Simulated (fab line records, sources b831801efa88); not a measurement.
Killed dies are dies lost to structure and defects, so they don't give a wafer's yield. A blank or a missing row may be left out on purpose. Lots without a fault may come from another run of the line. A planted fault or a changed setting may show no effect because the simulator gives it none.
fab line records | flow sky130
record lots=13 wafers=39 last_day=50
route steps=708 shown VT_ADJUST_LVTN@101 SONOS_ONO@169 CONTACT@421 METAL1@438
lots that met no fault: from a run of the same line without faults
start_h: hours from the record's first day to the start of the lot's first wafer shown | wait_h: hours since the lot's step before | " the same as in the row above | L1.1+2: a row that stands for several wafers | - no value, or no start given | * or withheld: withheld | < > ~ a bound
route shown NAME@n: a module of which the file shows steps, and the number in the route of the first | usual: mean/standard deviation of fault-free wafers | same: alike in all rows | chamber/n: place in a boat | sites: the reading at each site | _std_site: their standard deviation | _edge_site: outer sites' mean less inner sites' | radius_mm: how far each site lies from the wafer's centre | mask NAME#n: copy n | behind: the tool/chamber that last shaped the wafer | hold: why the lot was held/for how many hours/how that ended | device: the transistor (n, p or np) that didn't switch | end of line: the same wafers' tests at the end of the route | a step without rows: its recipe alone | killed: dies lost to structure and defects at the first sort, not the wafer's yield | map: a wafer's dies, x killed, . not, _ none there
set.NAME: the setting as run; set.NAME@STEP: as run at that earlier step | model.NAME: the simulator's own value behind a step, which no gauge read
steps of the route over a sample of lots; a table a step, a row a wafer
services: from which hour (start_h, from the record's first day; less than 0 if before it) a tool's chamber was out of use, for how many hours, and why
## steps
# step SKY_VT_ADJUST_LVTN_EXPOSE_04
# recipe mask_id=NWM_COMPLEMENT_LESS_NATIVE na=0.6 source_shape=conventional sigma_outer=0.6 polarization=unpolarized target_cd_nm=840 dose_mj=194
# usual stage_vel_mm_s=500.01/0.25
# columns lot.wafer tool chamber start_h wait_h mask stage_vel_mm_s
L817.1 iline_stepper-02 0 127.06 - NWM_COMPLEMENT_LESS_NATIVE#0 500.20
L817.2 " 0 " " NWM_COMPLEMENT_LESS_NATIVE#0 500.02
L817.4 " 0 " " NWM_COMPLEMENT_LESS_NATIVE#0 499.53
L818.1 iline_stepper-01 0 136.34 - NWM_COMPLEMENT_LESS_NATIVE#0 499.91
L818.3 " 0 " " NWM_COMPLEMENT_LESS_NATIVE#0 500.15
L818.5 " 0 " " NWM_COMPLEMENT_LESS_NATIVE#0 499.97
L821.1 iline_stepper-01 0 160.07 - HVN_STD_DERIVED#0 499.73
L821.4 " 0 " " HVN_STD_DERIVED#0 500.11
L821.5 " 0 " " HVN_STD_DERIVED#0 500.18
L824.1 iline_stepper-02 0 187.64 - NWM_COMPLEMENT_LESS_NATIVE#0 500.14
L824.4 " 0 " " NWM_COMPLEMENT_LESS_NATIVE#0 499.98
L824.5 " 0 " " NWM_COMPLEMENT_LESS_NATIVE#0 500.04
L831.1 iline_stepper-01 0 240.84 - NWM_COMPLEMENT_LESS_NATIVE#0 499.97
L831.2 " 0 " " NWM_COMPLEMENT_LESS_NATIVE#0 499.76
L831.6 " 0 " " NWM_COMPLEMENT_LESS_NATIVE#0 499.80
L833.3 iline_stepper-02 0 246.68 - NWM_COMPLEMENT_LESS_NATIVE#0 499.85
L833.4 " 0 " " NWM_COMPLEMENT_LESS_NATIVE#0 499.96
L833.5 " 0 " " NWM_COMPLEMENT_LESS_NATIVE#0 499.54
L832.1 iline_stepper-01 0 247.06 - NWM_COMPLEMENT_LESS_NATIVE#0 499.90
L832.2 " 0 " " NWM_COMPLEMENT_LESS_NATIVE#0 499.62
L832.4 " 0 " " NWM_COMPLEMENT_LESS_NATIVE#0 499.91
L834.2 iline_stepper-01 0 258.73 - NWM_COMPLEMENT_LESS_NATIVE#0 499.94
L834.3 " 0 " " NWM_COMPLEMENT_LESS_NATIVE#0 499.81
L834.5 " 0 " " NWM_COMPLEMENT_LESS_NATIVE#0 500.23
L835.2 iline_stepper-02 0 258.97 - NWM_COMPLEMENT_LESS_NATIVE#0 499.68
L835.3 " 0 " " NWM_COMPLEMENT_LESS_NATIVE#0 500.13
L835.4 " 0 " " NWM_COMPLEMENT_LESS_NATIVE#0 500.08
L837.2 iline_stepper-01 0 262.93 - NWM_COMPLEMENT_LESS_NATIVE#0 500.03
L837.3 " 0 " " NWM_COMPLEMENT_LESS_NATIVE#0 500.36
L837.5 " 0 " " NWM_COMPLEMENT_LESS_NATIVE#0 500.13
L839.4 iline_stepper-02 0 272.41 - NWM_COMPLEMENT_LESS_NATIVE#0 499.94
L839.5 " 0 " " NWM_COMPLEMENT_LESS_NATIVE#0 500.27
L839.6 " 0 " " NWM_COMPLEMENT_LESS_NATIVE#0 500.34
L838.2 iline_stepper-02 0 273.43 - NWM_COMPLEMENT_LESS_NATIVE#0 500.22
L838.3 " 0 " " NWM_COMPLEMENT_LESS_NATIVE#0 500.19
L838.5 " 0 " " NWM_COMPLEMENT_LESS_NATIVE#0 499.98
L840.1 iline_stepper-01 0 282.63 - NWM_COMPLEMENT_LESS_NATIVE#0 499.90
L840.4 " 0 " " NWM_COMPLEMENT_LESS_NATIVE#0 499.82
L840.5 " 0 " " NWM_COMPLEMENT_LESS_NATIVE#0 499.62
# step SKY_VT_ADJUST_LVTN_OVL_MEAS_07
# usual VT_ADJUST_LVTN_OVL=-0.3/1.2
# columns lot.wafer tool chamber start_h wait_h VT_ADJUST_LVTN_OVL[nm]
L817.1 overlay-02 - 135.56 - 2.4
L817.2 " - " " 1.5
L817.4 " - " " 1.0
L818.1 overlay-02 - 145.67 - -1.3
L818.3 " - " " -1.8
L818.5 " - " " -1.1
L821.1 overlay-01 - 169.63 - -
L821.4 " - " " -
L821.5 " - " " -
L824.1 overlay-02 - 198.53 - -0.3
L824.4 " - " " -0.7
L824.5 " - " " 0.2
L831.1 overlay-02 - 251.97 - -4.2
L831.2 " - " " -1.0
L831.6 " - " " -0.8
L833.3 overlay-01 - 259.15 - -2.0
L833.4 " - " " -2.4
L833.5 " - " " -0.4
L832.1 overlay-02 - 259.48 - -2.0
L832.2 " - " " -1.4
L832.4 " - " " -0.7
L834.2 overlay-02 - 269.32 - 0.8
L834.3 " - " " 0.6
L834.5 " - " " 0.9
L835.2 overlay-01 - 269.73 - 0.3
L835.3 " - " " -2.0
L835.4 " - " " -0.2
L837.2 overlay-02 - 275.02 - 0.7
L837.3 " - " " -0.9
L837.5 " - " " 0.4
L839.4 overlay-01 - 284.89 - -0.6
L839.5 " - " " 1.6
L839.6 " - " " 0.3
L838.2 overlay-02 - 286.03 - -0.9
L838.3 " - " " -0.4
L838.5 " - " " -1.6
L840.1 overlay-01 - 295.27 - 0.5
L840.4 " - " " 0.1
L840.5 " - " " -1.6
# step SKY_VT_ADJUST_LVTN_TW_MEAS_10
# usual VT_ADJUST_LVTN_TW=240.4/1.4
# columns lot.wafer tool chamber start_h wait_h VT_ADJUST_LVTN_TW
L817.1 film_metro-02 - 135.85 0.1 242.4
L817.2 " - " " 241.8
L817.4 " - " " 242.5
L818.1 film_metro-02 - 145.96 0.1 242.6
L818.3 " - " " 242.2
L818.5 " - " " 241.7
L821.1 film_metro-04 - 169.92 0.1 29.6
L821.4 " - " " 29.8
L821.5 " - " " 29.8
L824.1 film_metro-03 - 198.82 0.1 237.4
L824.4 " - " " 238.5
L824.5 " - " " 238.0
L831.1 film_metro-02 - 252.26 0.1 242.2
L831.2 " - " " 242.4
L831.6 " - " " 241.4
L833.3 film_metro-02 - 259.44 0.1 240.8
L833.4 " - " " 241.4
L833.5 " - " " 242.6
L832.1 film_metro-04 - 259.77 0.1 239.1
L832.2 " - " " 238.7
L832.4 " - " " 241.0
L834.2 film_metro-04 - 269.61 0.1 237.6
L834.3 " - " " 240.0
L834.5 " - " " 240.5
L835.2 film_metro-04 - 270.13 0.2 240.2
L835.3 " - " " 239.9
L835.4 " - " " 239.6
L837.2 film_metro-02 - 275.31 0.1 241.1
L837.3 " - " " 242.5
L837.5 " - " " 243.3
L839.4 film_metro-04 - 285.19 0.1 240.0
L839.5 " - " " 240.7
L839.6 " - " " 240.1
L838.2 film_metro-04 - 286.32 0.1 241.0
L838.3 " - " " 239.9
L838.5 " - " " 239.8
L840.1 film_metro-04 - 295.56 0.1 240.8
L840.4 " - " " 239.6
L840.5 " - " " 240.4
# step SKY_VT_ADJUST_LVTN_TW_MEAS_21
# usual VT_ADJUST_LVTN_2_TW=187.3/1.2
# columns lot.wafer tool chamber start_h wait_h VT_ADJUST_LVTN_2_TW
L817.1 film_metro-03 - 155.12 0.1 186.3
L817.2 " - " " 186.6
L817.4 " - " " 185.9
L818.1 film_metro-02 - 166.31 0.1 188.0
L818.3 " - " " 187.9
L818.5 " - " " 188.8
L821.1 film_metro-04 - 191.21 0.1 265.0
L821.4 " - " " 264.2
L821.5 " - " " 265.1
L824.1 film_metro-02 - 220.81 0.1 187.9
L824.4 " - " " 188.1
L824.5 " - " " 189.0
L831.1 film_metro-02 - 275.82 0.1 187.9
L831.2 " - " " 188.0
L831.6 " - " " 189.1
L833.3 film_metro-02 - 282.69 0.1 189.1
L833.4 " - " " 188.2
L833.5 " - " " 188.5
L832.1 film_metro-03 - 283.66 0.1 186.5
L832.2 " - " " 185.9
L832.4 " - " " 184.6
L834.2 film_metro-02 - 294.92 0.1 187.0
L834.3 " - " " 188.7
L834.5 " - " " 186.0
L835.2 film_metro-04 - 294.93 0.1 187.8
L835.3 " - " " 186.4
L835.4 " - " " 187.2
L837.2 film_metro-02 - 301.32 0.1 188.6
L837.3 " - " " 188.0
L837.5 " - " " 188.0
L839.4 film_metro-04 - 310.53 0.1 187.6
L839.5 " - " " 186.7
L839.6 " - " " 186.7
L838.2 film_metro-04 - 312.51 0.1 186.9
L838.3 " - " " 186.4
L838.5 " - " " 187.1
L840.1 film_metro-04 - 322.75 0.1 187.4
L840.4 " - " " 186.6
L840.5 " - " " 187.0
# step SKY_SONOS_ONO_THK_MEAS_01
# recipe reads=SiO2_of_SONOS_ONO_OXIDATION_00
# usual SONOS_ONO_OXIDATION_THK=2.61/0.052
# columns lot.wafer tool chamber start_h wait_h SONOS_ONO_OXIDATION_THK[nm]
L817.1 film_metro-04 - 246.19 0.0 2.64
L817.2 " - " " 2.60
L817.4 " - " " 2.56
L818.1 film_metro-03 - 259.59 0.0 2.62
L818.3 " - " " 2.62
L818.5 " - " " 2.57
L821.1 film_metro-03 - 285.55 0.0 2.64
L821.4 " - " " 2.52
L821.5 " - " " 2.56
L824.1 film_metro-03 - 320.82 0.0 2.66
L824.4 " - " " 2.62
L824.5 " - " " 2.65
L831.1 film_metro-01 - 389.18 0.0 2.64
L831.2 " - " " 2.56
L831.6 " - " " 2.59
L832.1 film_metro-04 - 395.36 0.0 2.53
L832.2 " - " " 2.49
L832.4 " - " " 2.56
L833.3 film_metro-03 - 395.38 0.0 2.56
L833.4 " - " " 2.61
L833.5 " - " " 2.59
L834.2 film_metro-01 - 408.20 0.0 2.52
L834.3 " - " " 2.56
L834.5 " - " " 2.62
L835.2 film_metro-04 - 408.20 0.0 2.67
L835.3 " - " " 2.64
L835.4 " - " " 2.63
L837.2 film_metro-03 - 417.55 0.0 2.58
L837.3 " - " " 2.58
L837.5 " - " " 2.58
L839.4 film_metro-04 - 426.35 0.0 2.64
L839.5 " - " " 2.67
L839.6 " - " " 2.61
L838.2 film_metro-03 - 427.68 0.0 2.53
L838.3 " - " " 2.56
L838.5 " - " " 2.57
L840.1 film_metro-01 - 438.75 0.0 2.55
L840.4 " - " " 2.62
L840.5 " - " " 2.61
# step SKY_CONTACT_OVL_MEAS_15
# usual CONTACT_OVL=-6/5.2
# columns lot.wafer tool chamber start_h wait_h CONTACT_OVL[nm]
L818.1 overlay-01 - 744.90 0.1 -10
L818.3 " - " " -5
L818.5 " - " " -4
L817.1 overlay-01 - 746.85 0.1 6
L817.2 " - " " 1
L817.4 " - " " 2
L821.1 overlay-01 - 764.23 0.1 -8
L821.4 " - " " -9
L821.5 " - " " -6
L824.1 overlay-02 - 804.88 0.1 1
L824.4 " - " " -1
L824.5 " - " " 6
L831.1 overlay-01 - 870.45 0.1 1
L831.2 " - " " 1
L831.6 " - " " -6
L833.3 overlay-01 - 875.20 0.1 -10
L833.4 " - " " -4
L833.5 " - " " -9
L832.1 overlay-02 - 877.95 0.1 -17
L832.2 " - " " -6
L832.4 " - " " -3
L835.2 overlay-01 - 883.90 0.1 -8
L835.3 " - " " -2
L835.4 " - " " 0
L834.2 overlay-02 - 886.36 0.1 -6
L834.3 " - " " -6
L834.5 " - " " 2
L837.2 overlay-02 - 893.69 0.1 -16
L837.3 " - " " -17
L837.5 " - " " -13
L839.4 overlay-02 - 902.17 0.1 -3
L839.5 " - " " -4
L839.6 " - " " -7
L838.2 overlay-02 - 904.00 0.1 -5
L838.3 " - " " -4
L838.5 " - " " 0
L840.1 overlay-02 - 912.68 0.1 -5
L840.4 " - " " -10
L840.5 " - " " -8
# step SKY_METAL1_SPUTTER_04
# recipe material=TiN target_thk_nm=70 power_w=6500 time_s=58.3 chamber_pressure_pa=0.4
# usual cathode_dc_power_W=6499.9/1.2 throttle_valve_pct=29.8/0.82
# columns lot.wafer tool chamber start_h wait_h cathode_dc_power_W throttle_valve_pct
L818.1 pvd_sputter-01 - 746.41 0.0 6502.3 30.2
L818.3 " - " " 6499.9 28.8
L818.5 " - " " 6501.6 30.7
L817.1 pvd_sputter-03 - 748.50 0.0 6500.2 29.6
L817.2 " - " " 6501.5 28.5
L817.4 " - " " 6498.3 29.1
L821.1 pvd_sputter-02 - 765.73 0.0 6499.9 31.1
L821.4 " - " " 6498.7 30.1
L821.5 " - " " 6498.6 29.0
L824.1 pvd_sputter-02 - 806.39 0.0 6498.9 31.0
L824.4 " - " " 6497.5 30.8
L824.5 " - " " 6499.0 29.1
L831.1 pvd_sputter-03 - 871.96 0.0 6501.1 28.7
L831.2 " - " " 6498.0 29.1
L831.6 " - " " 6499.0 28.9
L833.3 pvd_sputter-01 - 876.69 0.0 6501.1 29.0
L833.4 " - " " 6499.2 29.8
L833.5 " - " " 6499.9 29.7
L832.1 pvd_sputter-01 - 879.45 0.0 6497.9 29.7
L832.2 " - " " 6503.4 29.7
L832.4 " - " " 6499.4 28.7
L835.2 pvd_sputter-01 - 885.40 0.0 6500.3 29.9
L835.3 " - " " 6500.4 28.7
L835.4 " - " " 6501.7 29.7
L834.2 pvd_sputter-03 - 887.88 0.0 6499.6 29.9
L834.3 " - " " 6499.3 29.1
L834.5 " - " " 6501.8 28.9
L837.2 pvd_sputter-01 - 895.23 0.0 6498.5 30.5
L837.3 " - " " 6499.9 29.8
L837.5 " - " " 6499.6 29.3
L839.4 pvd_sputter-02 - 903.72 0.0 6497.8 29.0
L839.5 " - " " 6499.3 30.1
L839.6 " - " " 6502.2 31.0
L838.2 pvd_sputter-02 - 906.00 0.0 6501.2 30.0
L838.3 " - " " 6500.2 30.4
L838.5 " - " " 6500.1 29.1
L840.1 pvd_sputter-02 - 914.19 0.0 6500.5 28.9
L840.4 " - " " 6499.6 31.2
L840.5 " - " " 6499.3 31.0
## services
# columns tool chamber start_h hours kind
iline_stepper-01 - 186.25 4.4 pm
iline_stepper-02 - 193.80 7.2 repair
iline_stepper-01 - 205.32 3.6 repair
pvd_sputter-01 - 218.62 4.4 repair
iline_stepper-02 - 228.88 1.7 pm
pvd_sputter-02 - 231.48 3.2 repair
iline_stepper-01 - 238.76 1.7 pm
iline_stepper-01 - 253.53 2.1 pm
iline_stepper-02 - 307.04 9.2 repair
pvd_sputter-02 - 408.33 2.2 repair
iline_stepper-02 - 447.00 1.7 pm
iline_stepper-01 - 457.00 1.7 pm
iline_stepper-02 - 602.53 2.1 pm
pvd_sputter-02 - 627.88 11.2 repair
iline_stepper-02 - 665.18 1.7 pm
iline_stepper-01 - 675.12 1.7 pm
pvd_sputter-02 - 682.68 0.7 repair
iline_stepper-02 - 730.31 5.0 repair
iline_stepper-01 - 810.74 28.9 pm
iline_stepper-01 - 853.76 13.9 repair
iline_stepper-02 - 883.36 1.7 pm
iline_stepper-01 - 893.34 1.7 pm
iline_stepper-02 - 895.00 4.4 pm
iline_stepper-02 - 901.68 1.1 repair
## key
first_sign step=SKY_VT_ADJUST_LVTN_EXPOSE_04 reading=mask direction=changed
effect step=SKY_VT_ADJUST_LVTN_OVL_MEAS_07 reading=VT_ADJUST_LVTN_OVL direction=missing
effect step=SKY_VT_ADJUST_LVTN_TW_MEAS_10 reading=VT_ADJUST_LVTN_TW direction=down sigmas=99+ usual=240.4 struck=29.7
effect step=SKY_VT_ADJUST_LVTN_TW_MEAS_21 reading=VT_ADJUST_LVTN_2_TW direction=up sigmas=65 usual=187.3 struck=264.8
met_at SKY_VT_ADJUST_LVTN_EXPOSE_04
struck_lots L821
sort_left_out L821.1,L821.4,L821.5
tester_left_out L821
not_acting_at SKY_SONOS_ONO_THK_MEAS_01,SKY_CONTACT_OVL_MEAS_15,SKY_METAL1_SPUTTER_04
onset_between 136.34 160.07
fault kind=wrong_mask tool=any chamber=- onset_h=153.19 steps=SKY_VT_ADJUST_LVTN_EXPOSE_04 aux_copy=HVN_STD_DERIVED#0 scope=struck_lots_only
# tester_left_out: of these lots the tester's yield and bins aren't shown, on N5 and GAA mostly nor the transistor test; their killed dies are dies lost to structure and defects alone, not to doping, threshold or leakage, so they don't give the yield
# sort_left_out: the simulated sort isn't trusted on such a fault, so these wafers' sort isn't shown, and their yield isn't known
